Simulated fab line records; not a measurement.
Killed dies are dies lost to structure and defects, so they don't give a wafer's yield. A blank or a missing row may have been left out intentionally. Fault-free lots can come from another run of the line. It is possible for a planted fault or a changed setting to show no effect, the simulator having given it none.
Which tool did it? :: flow sky130 :: 29 wafers from 10 lots sampled at 7 of the route's 708 steps

== WHAT EACH GAUGE READ, for each wafer ==
SKY_CAP2M_THK_MEAS_04: measures by xrf. Usual: CAP2M_TIN_THK 203.7 nm, standard deviation 2.9.
lot: L857
measured: day 40 06:34
on: film metro-02
CAP2M_TIN_THK (nm): 207.2 204.6 203.7
flag: 

lot: L859
measured: day 41 07:15
on: film metro-02
CAP2M_TIN_THK (nm): 207.3 203.0 204.7
flag: 

lot: L862
measured: day 41 11:02
on: film metro-02
CAP2M_TIN_THK (nm): 206.7 205.8 204.9
flag: 

lot: L864
measured: day 41 21:13
on: film metro-03
CAP2M_TIN_THK (nm): 201.8 199.4 199.5
flag: 

lot: L867
measured: day 43 00:31
on: film metro-03
CAP2M_TIN_THK (nm): 203.0 204.4 200.6
flag: 

lot: L869
measured: day 43 11:11
on: film metro-03
CAP2M_TIN_THK (nm): 203.1 203.9 202.8
flag: 

lot: L871
measured: day 43 22:23
on: film metro-02
CAP2M_TIN_THK (nm): 204.8 203.9
flag: 

lot: L875
measured: day 44 21:03
on: film metro-03
CAP2M_TIN_THK (nm): 203.2 203.2 203.8
flag: 

lot: L877
measured: day 45 06:58
on: film metro-02
CAP2M_TIN_THK (nm): 201.0 197.9 197.9
flag: 

lot: L879
measured: day 46 00:19
on: film metro-02
CAP2M_TIN_THK (nm): 205.6 205.9 207.1
flag: 

SKY_METAL5_RS_MEAS_05: measures by four-point-probe. Usual: METAL5_ALCU_RS 0.0271 ohm/sq, standard deviation 0.00034.
lot: L857
measured: day 43 08:18
on: film metro-04
METAL5_ALCU_RS (ohm/sq): 0.0270 0.0272 0.0271
flag: 

lot: L859
measured: day 44 07:52
on: film metro-04
METAL5_ALCU_RS (ohm/sq): 0.0266 0.0276 0.0275
flag: 

lot: L862
measured: day 44 11:16
on: film metro-04
METAL5_ALCU_RS (ohm/sq): 0.0273 0.0271 0.0263
flag: 

lot: L864
measured: day 44 21:02
on: film metro-01
METAL5_ALCU_RS (ohm/sq): 0.0273 0.0273 0.0265
flag: 

lot: L867
measured: day 45 22:59
on: film metro-03
METAL5_ALCU_RS (ohm/sq): 0.0275 0.0273 0.0265
flag: 

lot: L869
measured: day 46 08:08
on: film metro-03
METAL5_ALCU_RS (ohm/sq): 0.0272 0.0271 0.0266
flag: 

lot: L871
measured: day 46 17:10
on: film metro-04
METAL5_ALCU_RS (ohm/sq): 0.0320 0.0318
flag: OFF

lot: L875
measured: day 47 14:31
on: film metro-01
METAL5_ALCU_RS (ohm/sq): 0.0271 0.0267 0.0268
flag: 

lot: L877
measured: day 48 00:14
on: film metro-01
METAL5_ALCU_RS (ohm/sq): 0.0272 0.0275 0.0270
flag: 

lot: L879
measured: day 48 15:32
on: film metro-04
METAL5_ALCU_RS (ohm/sq): 0.0270 0.0276 0.0272
flag: 

SKY_METAL5_THK_MEAS_06: measures by xrf. Usual: METAL5_ALCU_THK 1173 nm, standard deviation 16.
lot: L857
measured: day 43 08:25
on: film metro-04
METAL5_ALCU_THK (nm): 1187 1174 1181
flag: 

lot: L859
measured: day 44 07:59
on: film metro-04
METAL5_ALCU_THK (nm): 1208 1160 1165
flag: 

lot: L862
measured: day 44 11:23
on: film metro-04
METAL5_ALCU_THK (nm): 1174 1180 1223
flag: 

lot: L864
measured: day 44 21:10
on: film metro-01
METAL5_ALCU_THK (nm): 1159 1155 1199
flag: 

lot: L867
measured: day 45 23:06
on: film metro-03
METAL5_ALCU_THK (nm): 1154 1161 1198
flag: 

lot: L869
measured: day 46 08:14
on: film metro-03
METAL5_ALCU_THK (nm): 1158 1156 1186
flag: 

lot: L871
measured: day 46 17:17
on: film metro-04
METAL5_ALCU_THK (nm): 1022 1024
flag: OFF

lot: L875
measured: day 47 14:38
on: film metro-01
METAL5_ALCU_THK (nm): 1176 1186 1182
flag: 

lot: L877
measured: day 48 00:21
on: film metro-01
METAL5_ALCU_THK (nm): 1170 1151 1174
flag: 

lot: L879
measured: day 48 15:38
on: film metro-04
METAL5_ALCU_THK (nm): 1180 1149 1173
flag: 

SKY_PASSIVATION_THK_MEAS_01. Usual: PASSIVATION_CVD_00_THK 90.1 nm, standard deviation 1.1.
lot: L857
measured: day 44 07:16
on: film metro-02
PASSIVATION_CVD_00_THK (nm): 88.6 91.0 90.4
flag: 

lot: L859
measured: day 45 06:38
on: film metro-02
PASSIVATION_CVD_00_THK (nm): 88.2 87.9 89.1
flag: 

lot: L862
measured: day 45 09:50
on: film metro-01
PASSIVATION_CVD_00_THK (nm): 89.9 91.2 90.6
flag: 

lot: L864
measured: day 45 19:15
on: film metro-03
PASSIVATION_CVD_00_THK (nm): 89.8 88.1 88.5
flag: 

lot: L867
measured: day 46 20:17
on: film metro-03
PASSIVATION_CVD_00_THK (nm): 90.5 89.4 91.1
flag: 

lot: L869
measured: day 47 05:34
on: film metro-02
PASSIVATION_CVD_00_THK (nm): 89.1 88.6 89.9
flag: 

lot: L871
measured: day 47 13:54
on: film metro-02
PASSIVATION_CVD_00_THK (nm): 89.4 90.6
flag: 

lot: L875
measured: day 48 10:53
on: film metro-03
PASSIVATION_CVD_00_THK (nm): 90.4 89.6 89.5
flag: 

lot: L877
measured: day 48 20:18
on: film metro-02
PASSIVATION_CVD_00_THK (nm): 89.4 90.8 91.2
flag: 

lot: L879
measured: day 49 10:03
on: film metro-01
PASSIVATION_CVD_00_THK (nm): 89.7 92.1 90.3
flag: 

== TOOL THAT RAN EACH LOT (tool first, then ch and the chambers of the sampled wafers, then the start) ==
lot: L857
SKY_CAP2M_STRIP_14: plasma asher-04 ch 0,1, day 41 06:13
SKY_METAL5_SPUTTER_02: pvd sputter-03, day 43 08:11
SKY_METAL5_METAL_ETCH_15: rie metal-04 ch 0,1, day 44 06:22

lot: L859
SKY_CAP2M_STRIP_14: plasma asher-02 ch 0,1, day 42 06:56
SKY_METAL5_SPUTTER_02: pvd sputter-04, day 44 07:44
SKY_METAL5_METAL_ETCH_15: rie metal-01 ch 0,1, day 45 05:42

lot: L862
SKY_CAP2M_STRIP_14: plasma asher-03 ch 0,1, day 42 09:56
SKY_METAL5_SPUTTER_02: pvd sputter-04, day 44 11:09
SKY_METAL5_METAL_ETCH_15: rie metal-04 ch 0,1, day 45 08:59

lot: L864
SKY_CAP2M_STRIP_14: plasma asher-04 ch 0,1, day 42 20:20
SKY_METAL5_SPUTTER_02: pvd sputter-04, day 44 20:55
SKY_METAL5_METAL_ETCH_15: rie metal-04 ch 0,1, day 45 18:23

lot: L867
SKY_CAP2M_STRIP_14: plasma asher-02 ch 0,1, day 43 23:14
SKY_METAL5_SPUTTER_02: pvd sputter-04, day 45 22:41
SKY_METAL5_METAL_ETCH_15: rie metal-01 ch 0,1, day 46 19:26

lot: L869
SKY_CAP2M_STRIP_14: plasma asher-02 ch 0,1, day 44 09:20
SKY_METAL5_SPUTTER_02: pvd sputter-04, day 46 07:59
SKY_METAL5_METAL_ETCH_15: rie metal-04 ch 0,1, day 47 04:43

lot: L871
SKY_CAP2M_STRIP_14: plasma asher-04 ch 1, day 44 19:56
SKY_METAL5_SPUTTER_02: pvd sputter-04, day 46 17:04
SKY_METAL5_METAL_ETCH_15: rie metal-03 ch 0,1, day 47 13:03

lot: L875
SKY_CAP2M_STRIP_14: plasma asher-02 ch 0,1, day 45 17:47
SKY_METAL5_SPUTTER_02: pvd sputter-02, day 47 14:23
SKY_METAL5_METAL_ETCH_15: rie metal-04 ch 0,1, day 48 10:01

lot: L877
SKY_CAP2M_STRIP_14: plasma asher-04 ch 1, day 46 04:13
SKY_METAL5_SPUTTER_02: pvd sputter-03, day 48 00:06
SKY_METAL5_METAL_ETCH_15: rie metal-03 ch 0,1, day 48 19:24

lot: L879
SKY_CAP2M_STRIP_14: plasma asher-02 ch 0,1, day 46 21:08
SKY_METAL5_SPUTTER_02: pvd sputter-02, day 48 15:23
SKY_METAL5_METAL_ETCH_15: rie metal-01 ch 0,1, day 49 09:11
- SKY_CAP2M_STRIP_14: strips in O2/N2.
- SKY_METAL5_SPUTTER_02: material AlCu, target thk 1150 nm, time 61.2 s.
- SKY_METAL5_METAL_ETCH_15: etches the open film in Cl2/BCl3, stops on SiO2, target depth 1260 nm, time 252 s.

== AS READ BY THE TOOLS THEMSELVES (means over the sampled wafers that have a number; for cases with no such wafer, the mark the record gives instead) ==
SKY_CAP2M_STRIP_14. Usual: drypump motor current A 5.5 A, standard deviation 0.42; oes product au 0.711 a.u., standard deviation 0.0043; strip time to endpoint s 12.65 s, standard deviation 0.038.
lot: L857
tool: plasma asher-04
drypump motor current A (A): 5.3
oes product au (a.u.): 0.710
strip time to endpoint s (s): 12.63
flag: 

lot: L859
tool: plasma asher-02
drypump motor current A (A): 5.7
oes product au (a.u.): 0.714
strip time to endpoint s (s): 12.64
flag: 

lot: L862
tool: plasma asher-03
drypump motor current A (A): 5.9
oes product au (a.u.): 0.710
strip time to endpoint s (s): 12.65
flag: 

lot: L864
tool: plasma asher-04
drypump motor current A (A): 5.1
oes product au (a.u.): 0.711
strip time to endpoint s (s): 12.63
flag: 

lot: L867
tool: plasma asher-02
drypump motor current A (A): 5.4
oes product au (a.u.): 0.714
strip time to endpoint s (s): 12.65
flag: 

lot: L869
tool: plasma asher-02
drypump motor current A (A): 5.4
oes product au (a.u.): 0.710
strip time to endpoint s (s): 12.62
flag: 

lot: L871
tool: plasma asher-04
drypump motor current A (A): 4.9
oes product au (a.u.): 0.714
strip time to endpoint s (s): 12.68
flag: 

lot: L875
tool: plasma asher-02
drypump motor current A (A): 5.7
oes product au (a.u.): 0.711
strip time to endpoint s (s): 12.70
flag: 

lot: L877
tool: plasma asher-04
drypump motor current A (A): 4.9
oes product au (a.u.): 0.713
strip time to endpoint s (s): 12.58
flag: 

lot: L879
tool: plasma asher-02
drypump motor current A (A): 5.6
oes product au (a.u.): 0.709
strip time to endpoint s (s): 12.67
flag: 

SKY_METAL5_SPUTTER_02. Usual: throttle valve pct reads 30.6 % (standard deviation 1.1).
lot: L857
tool: pvd sputter-03
throttle valve pct (%): 30.6
flag: 

lot: L859
tool: pvd sputter-04
throttle valve pct (%): 30.6
flag: 

lot: L862
tool: pvd sputter-04
throttle valve pct (%): 31.5
flag: 

lot: L864
tool: pvd sputter-04
throttle valve pct (%): 30.4
flag: 

lot: L867
tool: pvd sputter-04
throttle valve pct (%): 31.3
flag: 

lot: L869
tool: pvd sputter-04
throttle valve pct (%): 31.5
flag: 

lot: L871
tool: pvd sputter-04
throttle valve pct (%): 30.3
flag: 

lot: L875
tool: pvd sputter-02
throttle valve pct (%): 30.1
flag: 

lot: L877
tool: pvd sputter-03
throttle valve pct (%): 30.2
flag: 

lot: L879
tool: pvd sputter-02
throttle valve pct (%): 30.1
flag: 

SKY_METAL5_METAL_ETCH_15. Usual: drypump motor current A 5.6 A, standard deviation 0.47; oes product au 0.894 a.u., standard deviation 0.005; throttle valve pct 22.265 %, standard deviation 0.0098.
lot: L857
tool: rie metal-04
drypump motor current A (A): 6.2
oes product au (a.u.): 0.894
throttle valve pct (%): 22.265
flag: 

lot: L859
tool: rie metal-01
drypump motor current A (A): 5.6
oes product au (a.u.): 0.895
throttle valve pct (%): 22.259
flag: 

lot: L862
tool: rie metal-04
drypump motor current A (A): 6.3
oes product au (a.u.): 0.894
throttle valve pct (%): 22.264
flag: 

lot: L864
tool: rie metal-04
drypump motor current A (A): 6.3
oes product au (a.u.): 0.900
throttle valve pct (%): 22.262
flag: 

lot: L867
tool: rie metal-01
drypump motor current A (A): 5.6
oes product au (a.u.): 0.899
throttle valve pct (%): 22.270
flag: 

lot: L869
tool: rie metal-04
drypump motor current A (A): 6.2
oes product au (a.u.): 0.892
throttle valve pct (%): 22.266
flag: 

lot: L871
tool: rie metal-03
drypump motor current A (A): 5.2
oes product au (a.u.): 0.843
throttle valve pct (%): 22.275
flag: OFF

lot: L875
tool: rie metal-04
drypump motor current A (A): 6.3
oes product au (a.u.): 0.896
throttle valve pct (%): 22.265
flag: 

lot: L877
tool: rie metal-03
drypump motor current A (A): 5.2
oes product au (a.u.): 0.897
throttle valve pct (%): 22.264
flag: 

lot: L879
tool: rie metal-01
drypump motor current A (A): 5.5
oes product au (a.u.): 0.894
throttle valve pct (%): 22.259
flag: 

== THE ANSWER, worked out from the rows above alone ==
Rule: take the mean of a lot's wafers that have a number; if it is more than 3 standard deviations from the usual mean, the lot is off. Also off: a lot with no number at a reading for which 4 or more lots have one. Where the step has rows for the other lots, those lots are counted as sound. The gauges are gone through in route order, then the tools' own readings, and for those a lot's mean is taken as printed above. The first step at which some lot is off is used, and at that step the reading that is off furthest; a lot without a number counts as furthest.
Off: at SKY_METAL5_RS_MEAS_05 (METAL5_ALCU_RS), L871.
A tool fits if, at a process step before that reading, it ran every lot that is off, and no sound lot after the first of them. Not tried: the gauges at SKY_METAL5_RS_MEAS_05; whatever is off there is also off at SKY_METAL5_METAL_ETCH_15, on other tools, and gauge error can't account for it. One candidate fits, namely pvd sputter-04 at SKY_METAL5_SPUTTER_02. A fault onset in the window from L869 (day 46 07:59, its last sound lot) to L871 (day 46 17:04, its first lot off) fits.

== WHAT THE SIMULATOR HAD INSERTED ==
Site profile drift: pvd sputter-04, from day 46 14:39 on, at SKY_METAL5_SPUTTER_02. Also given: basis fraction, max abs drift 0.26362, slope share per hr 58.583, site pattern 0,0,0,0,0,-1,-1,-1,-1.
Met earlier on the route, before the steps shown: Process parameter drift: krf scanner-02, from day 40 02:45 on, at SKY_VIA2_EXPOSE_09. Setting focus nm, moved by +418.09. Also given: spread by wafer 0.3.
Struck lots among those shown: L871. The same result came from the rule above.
